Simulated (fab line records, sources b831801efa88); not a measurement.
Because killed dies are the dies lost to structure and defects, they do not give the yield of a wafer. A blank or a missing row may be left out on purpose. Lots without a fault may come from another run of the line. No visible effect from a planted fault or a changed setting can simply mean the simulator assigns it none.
One fault through the eyes of 2 desks + flow sky130 + numbers are kept per desk, each desk with only its own; the story behind them comes last

## FOR THE TOOL OWNER'S DESK: hdpcvd-01
The tool's own readings at SKY_VIA1_HDPCVD_00 (deposits SiO2, target thk 1030 nm, time 171.7 s): means of the sampled wafers that have a number, for each lot that ran on this tool. If a lot's mean is further than 4 standard deviations from the usual mean, the lot is out of limits and carries the mark OUT (the distance appears in the brackets).
Columns: A = susceptor temp C at SKY_VIA1_HDPCVD_00, usual 400.01 C
| lot  | first seen here | A      |
|------|-----------------|--------|
| L240 | day 33 03:52    | 399.91 |
| L241 | day 33 17:02    | 400.13 |
| L246 | day 35 06:55    | 399.97 |
| L250 | day 36 10:56    | 400.12 |
| L259 | day 39 01:07    | 400.08 |
| L261 | day 39 18:56    | 400.15 |
| L262 | day 39 23:35    | 399.71 |
This desk's finding: nothing out of limits on any of the 7 lots.

## FROM THE METROLOGY DESK
What the gauges read, lot by lot, whatever tool the lot ran on: means of the sampled wafers that have a number. If a lot's mean is further than 4 standard deviations from the usual mean, the lot is out of limits and carries the mark OUT (the distance appears in the brackets).
Columns: A = VIA1_HDPCVD_THK at SKY_VIA1_THK_MEAS_01, usual 1031 nm
| lot  | first seen here | A             |
|------|-----------------|---------------|
| L239 | day 32 21:23    | 1022          |
| L240 | day 33 04:00    | 1023          |
| L241 | day 33 17:10    | 1039          |
| L242 | day 33 23:14    | 1037          |
| L243 | day 34 05:13    | 1040          |
| L246 | day 35 07:02    | 837 (-21) OUT |
| L248 | day 36 00:59    | 1053          |
| L250 | day 36 11:03    | 743 (-32) OUT |
| L253 | day 37 11:16    | 1020          |
| L257 | day 38 19:25    | 1027          |
| L259 | day 39 01:14    | 1028          |
| L260 | day 39 11:13    | 1029          |
| L261 | day 39 19:04    | 1042          |
| L262 | day 39 23:42    | 1030          |
This desk's finding: out of limits on L246, L250; first on L246, day 35 07:02 (VIA1_HDPCVD_THK at SKY_VIA1_THK_MEAS_01). L239, L240, L241, L242, L243, L248, L253, L257, L259, L260, L261, L262: within limits.

## BROUGHT TOGETHER
At day 35 07:02 the metrology desk could have sounded an alarm, on L246, L250.
The tool owner's desk saw nothing out of limits.
Tool owner's desk: L246, L250 on record, inside its limits.
The lots listed all ran SKY_VIA1_HDPCVD_00 on hdpcvd-01.

## WHAT WAS PUT IN BY THE SIMULATOR
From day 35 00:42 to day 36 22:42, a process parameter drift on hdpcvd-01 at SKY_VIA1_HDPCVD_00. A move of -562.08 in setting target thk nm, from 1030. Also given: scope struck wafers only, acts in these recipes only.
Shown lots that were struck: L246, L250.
Hours from the fault's start to each desk's first reading out of limits: the metrology desk, 6.
